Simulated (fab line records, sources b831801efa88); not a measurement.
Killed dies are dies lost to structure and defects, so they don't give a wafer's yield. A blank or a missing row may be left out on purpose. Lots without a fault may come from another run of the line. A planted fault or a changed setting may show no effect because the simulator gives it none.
Chamber matching | flow sky130 | SKY_VIA3_CMP_24 on cmp-01: 4 sister chambers
The step polishes, stops on SiO2, t overpolish 20 s, target thk 0 nm. 4 wafers are shown with their chamber, then 8 later ones without.

WAFERS WITH THEIR CHAMBER
wafer  | chamber | motor_current_A (A)
L257.3 | 1       | 11.9
L258.2 | 3       | 12.0
L258.6 | 0       | 10.3
L265.3 | 2       | 11.8

WAFERS WITHOUT THEIR CHAMBER
wafer  | motor_current_A (A)
L265.4 | 12.2
L265.6 | 12.1
L266.2 | 11.9
L266.4 | 12.0
L266.5 | 11.9
L267.1 | 12.6
L267.4 | 10.9
L267.6 | 11.5

WHICH CHAMBER EACH WENT THROUGH
wafer  | from the rows above               | in truth
L265.4 | can't be placed: 3 or 1 or 2      | 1
L265.6 | can't be placed: 3 or 1 or 2      | 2
L266.2 | can't be placed: 1 or 2 or 3      | 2
L266.4 | can't be placed: 3 or 1 or 2      | 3
L266.5 | can't be placed: 1 or 2 or 3      | 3
L267.1 | can't be placed: 3 or 1 or 2      | 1
L267.4 | can't be placed: 0 or 2 or 1 or 3 | 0
L267.6 | can't be placed: 2 or 1 or 3      | 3
Placed correctly: 0 of 8. Can't be placed from these rows: 8 (the true chamber is among the candidates in 8). Placed wrongly: 0.
How it was worked out, from the rows above alone: a wafer's distance from a chamber is the root of the sum, over the readings, of the square of ((its reading less the chamber's mean) divided by the reading's scatter). The wafer belongs to the nearest chamber; if the next one is less than 2 further off, it can't be placed. A chamber's mean is the mean of its shown wafers. The scatter: with one shown wafer a chamber, the root of the mean of the squares of how far each hidden wafer lies from its nearest shown one.
